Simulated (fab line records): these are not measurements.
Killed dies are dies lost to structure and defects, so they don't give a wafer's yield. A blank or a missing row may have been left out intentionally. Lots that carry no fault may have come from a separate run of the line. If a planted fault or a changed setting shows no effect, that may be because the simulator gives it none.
Split-lot experiment    flow gf180mcu    23 wafers read across 5 lots, on a route 602 steps long

ON THE SPLIT
At GF_PSD_EXPOSE_04 (exposes mask Pplus, target cd 400 nm), the setting doseMj was moved away from the recipe's 140 on 8 of the 23 wafers read, by -4.1% to +6.4%. All remaining wafers had this setting at the recipe value.

FROM THE SPLIT TO THE READING: what the file shows between them, 2 steps
- GF_PSD_PEB_05
- GF_PSD_DEVELOP_06: develop time 60 s

THE READING
cdNm, in nm, at GF_PSD_CD_MEAS_07 (target cd 400 nm). Fault-free wafers of this fab line usually give 400.5 nm, standard deviation 2.5 nm.

wafer   tool, chamber at the split  doseMj as run  against the recipe  cdNm, nm  against lot-mates on the recipe
L075.2  ilineStepper-02, 0          140            recipe              399.8     -
L075.3  ilineStepper-02, 0          148.9          +6.4%               418.1     +16.6
L075.4  ilineStepper-02, 0          148.9          +6.4%               419.4     +17.9
L075.5  ilineStepper-02, 0          148.9          +6.4%               419.4     +17.9
L075.6  ilineStepper-02, 0          140            recipe              403.1     -
L077.1  ilineStepper-01, 0          146.1          +4.4%               416.4     +12.6
L077.2  ilineStepper-01, 0          140            recipe              403.6     -
L077.4  ilineStepper-01, 0          140            recipe              403.9     -
L077.5  ilineStepper-01, 0          146.1          +4.4%               416.0     +12.2
L077.6  ilineStepper-01, 0          146.1          +4.4%               414.9     +11.1
L080.2  ilineStepper-01, 0          140            recipe              403.4     -
L080.3  ilineStepper-01, 0          140            recipe              403.4     -
L080.6  ilineStepper-01, 0          140            recipe              403.9     -
L084.1  ilineStepper-01, 0          140            recipe              403.9     -
L084.2  ilineStepper-01, 0          140            recipe              407.2     -
L084.3  ilineStepper-01, 0          134.2          -4.1%               392.4     -12.7
L084.5  ilineStepper-01, 0          134.2          -4.1%               391.8     -13.3
L084.6  ilineStepper-01, 0          140            recipe              404.3     -
L085.1  ilineStepper-02, 0          140            recipe              400.2     -
L085.2  ilineStepper-02, 0          140            recipe              400.3     -
L085.3  ilineStepper-02, 0          140            recipe              400.5     -
L085.4  ilineStepper-02, 0          140            recipe              400.1     -
L085.5  ilineStepper-02, 0          140            recipe              400.7     -

THE FIT
A straight line over all 23 wafers: cdNm changes by +2.67 nm for each +1% of doseMj; r = +0.97; the points scatter about the line by 1.9 nm.
The same after taking each lot's own level away (the mean of its wafers on the recipe; 23 wafers): +2.85 nm for each +1%; r = +0.99; scatter 0.93 nm.
The reading moves by 18 nm for the largest change in doseMj, on that fit.
The lots' own levels span 400.36 to 405.13 nm, that is 1.9 times the standard deviation above.
Hence the lot-to-lot level has little effect on the slope; both slopes agree.
Check: +18.1 nm against its lot-mates is what the line predicts for one of the wafers moved furthest among these (+6.4%) when that wafer is left out of the fit. It came out at +16.6 nm against them.

THE OTHER SPLITS THESE WAFERS WENT THROUGH
Other splits were also applied to these wafers ahead of the reading. Each is held against what the fit with the lots' levels taken away leaves over:
other split on the same wafers  wafers away from the commonest value  r with cdNm (lot level and that fit taken away)
GF_NSD_DEVELOP_06 devTempC      10                                    -0.30

FILE'S OWN FIT
cdNm changes by +2.84 nm for each +1% of doseMj, r = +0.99.
